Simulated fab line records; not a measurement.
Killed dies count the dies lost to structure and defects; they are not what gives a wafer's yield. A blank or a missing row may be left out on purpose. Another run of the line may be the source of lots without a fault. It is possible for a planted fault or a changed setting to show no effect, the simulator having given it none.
fab line records	flow gf180mcu
[record] lots = 6	wafers = 18	last_day = 34
route steps=602 shown V2@387
lots that met no fault: from a run of the same line without faults
start_h: the number of hours between the record's first day and the start of the first shown wafer of the lot	wait_h: hours since the lot's step before	" identical to the entry in the row above	L1.1+2: a row that stands for several wafers	- value missing, or start not given	* or withheld: withheld	< > ~ a bound
route shown NAME@n: names a module that has steps shown in the file, with the first one's number in the route	usual: mean and standard deviation over wafers with no fault	same: alike in all rows	chamber/n: place in a boat	sites: each site's reading	_std_site: their standard deviation	_edge_site: inner sites' mean taken away from outer sites' mean	radius_mm: how far each site lies from the wafer's centre	mask NAME#n: copy n	behind: the most recent tool/chamber to have shaped the wafer	hold: reason for holding the lot/hours on hold/outcome of the hold	device: names the non-switching transistor (n, p or np)	end of line: at the end of the route, the tests of the same wafers	a step with no rows: only its recipe	killed: dies that structure and defects cost at the first sort, which is not the same as the wafer's yield	map: the dies of a wafer, with x for killed, . for not killed, _ for no die there
set.NAME: the run value of the setting; set.NAME@STEP: its run value at that earlier step	model.NAME: the simulator's own value behind a step, which no gauge read
lots seen at some steps along the route; tables by step, rows by wafer
services: a tool's chamber out of use, with start hour (start_h, from the record's first day; less than 0 if before it), hours out, and reason
[[steps]]
[step GF_V2_BOW_MEAS_05]
[recipe] mode = bow
[usual] V2_BOW = 98/9.7
lot.wafer	tool	chamber	start_h	wait_h	V2_BOW[um]
L983.2	film_metro-04	-	452.85	0.2	105
L983.3	"	-	"	"	87
L983.6	"	-	"	"	105
L984.1	film_metro-03	-	460.11	0.2	103
L984.2	"	-	"	"	87
L984.5	"	-	"	"	107
L989.1	film_metro-04	-	512.17	0.2	114
L989.2	"	-	"	"	117
L989.3	"	-	"	"	99
L993.1	film_metro-04	-	561.58	0.2	98
L993.2	"	-	"	"	104
L993.3	"	-	"	"	99
L998.1	film_metro-01	-	591.71	0.1	105
L998.2	"	-	"	"	114
L998.5	"	-	"	"	113
L104.1	film_metro-03	-	624.30	0.1	91
L104.2	"	-	"	"	95
L104.6	"	-	"	"	89
[step GF_V2_DEHYDRATE_06]
[recipe] temp_c = 200	time_s = 60
[step GF_V2_HMDS_07]
[recipe] prime_time_s = 60	prime_temp_c = 120
[step GF_V2_COAT_08]
[recipe] resist = BARC	temp_c = withheld	time_s = withheld	spin_rpm = withheld	resist_thk_nm = withheld
[step GF_V2_COAT_09]
[recipe] resist = KrF	spin_rpm = withheld	resist_thk_nm = 1006
[step GF_V2_SOFTBAKE_10]
[recipe] temp_c = 130	time_s = 60	resist = KrF
[step GF_V2_EXPOSE_11]
[recipe] mask_id = Via2	target_cd_nm = 260	na = 0.68	source_shape = conventional	sigma_outer = 0.6	dose_mj = 38
[step GF_V2_PEB_12]
[recipe] peb_temp_c = 135	peb_time_s = 90	resist = KrF
[step GF_V2_DEVELOP_13]
[recipe] develop_time_s = 60	resist = KrF	dev_temp_c = 21
[step GF_V2_CD_MEAS_14]
[recipe] target_cd_nm = 260
[usual] cd_nm = 260.0/1.5
lot.wafer	tool	chamber	start_h	wait_h	cd_nm
L983.2	cd_sem-02	-	477.51	0.1	260.9
L983.3	"	-	"	"	260.7
L983.6	"	-	"	"	259.7
L984.1	cd_sem-02	-	484.25	0.1	262.5
L984.2	"	-	"	"	262.4
L984.5	"	-	"	"	263.4
L989.1	cd_sem-02	-	535.10	0.1	258.7
L989.2	"	-	"	"	259.5
L989.3	"	-	"	"	260.4
L993.1	cd_sem-01	-	582.85	0.1	259.7
L993.2	"	-	"	"	260.1
L993.3	"	-	"	"	259.3
L998.1	cd_sem-01	-	612.39	0.1	260.7
L998.2	"	-	"	"	260.1
L998.5	"	-	"	"	259.8
L104.1	cd_sem-01	-	644.00	0.1	262.0
L104.2	"	-	"	"	262.7
L104.6	"	-	"	"	261.7
[step GF_V2_OVL_MEAS_15]
[usual] V2_OVL = 1/6.1
lot.wafer	tool	chamber	start_h	wait_h	V2_OVL[nm]
L983.2	overlay-01	-	477.61	0.1	6
L983.3	"	-	"	"	11
L983.6	"	-	"	"	15
L984.1	overlay-02	-	484.37	0.1	6
L984.2	"	-	"	"	4
L984.5	"	-	"	"	3
L989.1	overlay-01	-	535.22	0.1	-12
L989.2	"	-	"	"	-10
L989.3	"	-	"	"	-3
L993.1	overlay-01	-	582.97	0.1	8
L993.2	"	-	"	"	3
L993.3	"	-	"	"	12
L998.1	overlay-02	-	612.51	0.1	6
L998.2	"	-	"	"	4
L998.5	"	-	"	"	4
L104.1	overlay-01	-	644.12	0.1	11
L104.2	"	-	"	"	11
L104.6	"	-	"	"	10
[step GF_V2_ETCH_16]
[recipe] chemistry = N2/H2	target_depth_a = withheld	overetch_a = withheld	time_s = withheld	target = BARC	ion_energy_ev = 200	source_w = 500	bias_w = 100	pressure_mtorr = 30	n2_flow_sccm = 100	h2_flow_sccm = 200
[usual] bias_w = 99.97/0.3	chamber_pressure_mTorr = 30.00/0.03	drypump_motor_current_A = 5.6/0.44	oes_product_au = 0.856/0.005	throttle_valve_pct = 13.225/0.0092
lot.wafer	tool	chamber	start_h	wait_h	bias_w	chamber_pressure_mTorr	drypump_motor_current_A	oes_product_au	throttle_valve_pct
L983.2	rie_diel-04	2	477.64	0.0	100.24	30.05	6.6	0.849	13.228
L983.3	"	0	"	"	100.12	29.98	5.6	0.856	13.225
L983.6	"	1	"	"	99.69	29.99	5.4	0.853	13.238
L984.1	rie_diel-04	3	484.41	0.0	99.91	29.97	6.0	0.857	13.236
L984.2	"	1	"	"	99.92	30.06	5.5	0.860	13.247
L984.5	"	0	"	"	99.98	30.01	5.6	0.861	13.228
L989.1	rie_diel-03	2	535.26	0.0	99.52	29.83	5.2	0.853	13.229
L989.2	"	1	"	"	100.30	29.99	5.6	0.852	13.219
L989.3	"	3	"	"	99.87	30.02	5.7	0.854	13.230
L993.1	rie_diel-04	0	583.01	0.0	99.85	30.00	5.6	0.866	13.231
L993.2	"	2	"	"	99.83	30.00	6.6	0.851	13.221
L993.3	"	1	"	"	100.26	30.01	5.4	0.862	13.228
L998.1	rie_diel-04	1	612.54	0.0	100.01	29.97	5.5	0.853	13.222
L998.2	"	0	"	"	99.62	30.03	5.6	0.851	13.237
L998.5	"	2	"	"	99.91	30.00	6.5	0.849	13.231
L104.1	rie_diel-03	3	644.16	0.0	100.22	30.00	5.7	0.851	13.223
L104.2	"	0	"	"	99.51	29.98	5.1	0.851	13.215
L104.6	"	1	"	"	100.06	30.01	5.6	0.857	13.220
[step GF_V2_ETCH_17]
[recipe] chemistry = C4F8/O2/Ar	mask_material = KrF	target = SiO2	stop_on = TiN	source_w = 1500	bias_w = 1200	pressure_mtorr = 40	c4f8_flow_sccm = withheld	O2_flow_sccm = 6	Ar_flow_sccm = 300	time_s = withheld	target_depth_a = 6300
[usual] bias_w = 1199.8/3	chamber_pressure_mTorr = 40.00/0.034	oes_product_au = 0.856/0.0048
lot.wafer	tool	chamber	start_h	wait_h	bias_w	chamber_pressure_mTorr	oes_product_au
L983.2	rie_diel-04	2	477	-	-	-	-
L983.3	"	0	"	"	-	-	-
L983.6	"	1	"	"	-	-	-
L984.1	rie_diel-04	3	484	-	-	-	-
L984.2	"	1	"	"	-	-	-
L984.5	"	0	"	"	-	-	-
L989.1	rie_diel-03	2	535	-	1199.7	39.99	0.853
L989.2	"	1	"	"	1196.7	40.02	0.852
L989.3	"	3	"	"	1203.2	40.03	0.854
L993.1	rie_diel-04	0	583	-	1197.0	39.98	0.865
L993.2	"	2	"	"	1200.1	40.09	0.859
L993.3	"	1	"	"	1196.9	39.97	0.858
L998.1	rie_diel-04	1	612	-	1201.0	40.04	0.850
L998.2	"	0	"	"	1203.5	40.01	0.849
L998.5	"	2	"	"	1200.8	39.97	0.854
L104.1	rie_diel-03	3	644	-	1203.1	39.95	0.849
L104.2	"	0	"	"	1197.4	40.01	0.854
L104.6	"	1	"	"	1201.7	39.99	0.858
[step GF_V2_STRIP_18]
[recipe] chemistry = O2/N2	power_w = 1400	pressure_mtorr = 1500	platen_temp_c = 250	o2_flow_sccm = 3000	n2_flow_sccm = 300	overash_fraction = 0.5
[usual] drypump_motor_current_A = 6.0/0.69	heater_power_w = 353/40	oes_product_au = 0.595/0.0049
lot.wafer	tool	chamber	start_h	wait_h	drypump_motor_current_A	heater_power_w	oes_product_au	rf_hours_counter_h
L983.2	plasma_asher-01	0	477.77	-	4.7	302	0.674	65
L983.3	"	0	"	"	4.7	302	0.669	-
L983.6	"	1	"	"	6.7	364	0.672	-
L984.1	plasma_asher-04	1	484.54	-	6.3	320	0.668	88
L984.2	"	0	"	"	6.1	311	0.665	88
L984.5	"	1	"	"	6.3	327	0.668	-
L989.1	plasma_asher-04	0	535.39	-	6.1	322	0.606	93
L989.2	"	1	"	"	6.3	322	0.596	93
L989.3	"	0	"	"	6.1	321	0.590	-
L993.1	plasma_asher-02	0	583.14	-	6.0	407	0.600	51
L993.2	"	1	"	"	6.6	409	0.592	51
L993.3	"	1	"	"	6.5	411	0.590	-
L998.1	plasma_asher-02	0	612.67	-	6.0	386	0.594	54
L998.2	"	1	"	"	6.6	407	0.594	54
L998.5	"	0	"	"	6.0	403	0.603	-
L104.1	plasma_asher-04	1	644.29	-	6.2	347	0.589	105
L104.2	"	0	"	"	6.1	313	0.604	105
L104.6	"	1	"	"	6.3	324	0.593	-
[step GF_V2_STRIP_19]
[recipe] chemistry = post_etch_residue_remover	time_s = 1200	temp_c = 72.5
[[services]]
tool	chamber	start_h	hours	kind
plasma_asher-04	-	474.50	7.9	repair
rie_diel-04	1	536.84	4.8	repair
plasma_asher-04	-	546.46	0.9	repair
rie_diel-04	1	549.27	5.1	repair
rie_diel-04	3	552.65	2.6	repair
rie_diel-04	2	578.32	1.3	repair
rie_diel-04	3	579.22	17.4	repair
rie_diel-03	1	579.91	8.8	repair
plasma_asher-02	-	588.08	0.8	repair
rie_diel-04	3	596.58	-	clean
rie_diel-04	3	596.58	30.6	scheduled_down
rie_diel-04	3	596.58	30.6	vent_cycle
rie_diel-03	3	606.93	14.0	repair
plasma_asher-04	-	610.75	1.7	repair
plasma_asher-04	-	624.27	4.4	pm
[[key]]
[first_sign] step = GF_V2_ETCH_17	reading = tool_record	direction = missing
[effect] step = GF_V2_STRIP_18	reading = oes_product_au	direction = up	sigmas = 15	usual = 0.595	struck = 0.669
met_at GF_V2_ETCH_17
struck_wafers L983.2,L983.3,L983.6,L984.1,L984.2,L984.5
rows_end L984.1,L984.2,L984.5
later_rows_left_out L983.2,L983.3,L983.6
sort_left_out L983.2,L983.3,L983.6
[fault] kind = skipped_step_whole	tool = rie_diel-04	chamber = -	onset_h = 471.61	steps = GF_V2_ETCH_17	scope = struck_lots_only
// sort_left_out: the simulated sort isn't trusted on such a fault, so these wafers' sort isn't shown, and their yield isn't known
// later_rows_left_out: the simulator's readings of these wafers behind a module that went badly wrong aren't trusted and aren't shown, but for the sort
// rows_end: these wafers met a further fault down the route, and their rows from its step on are left out
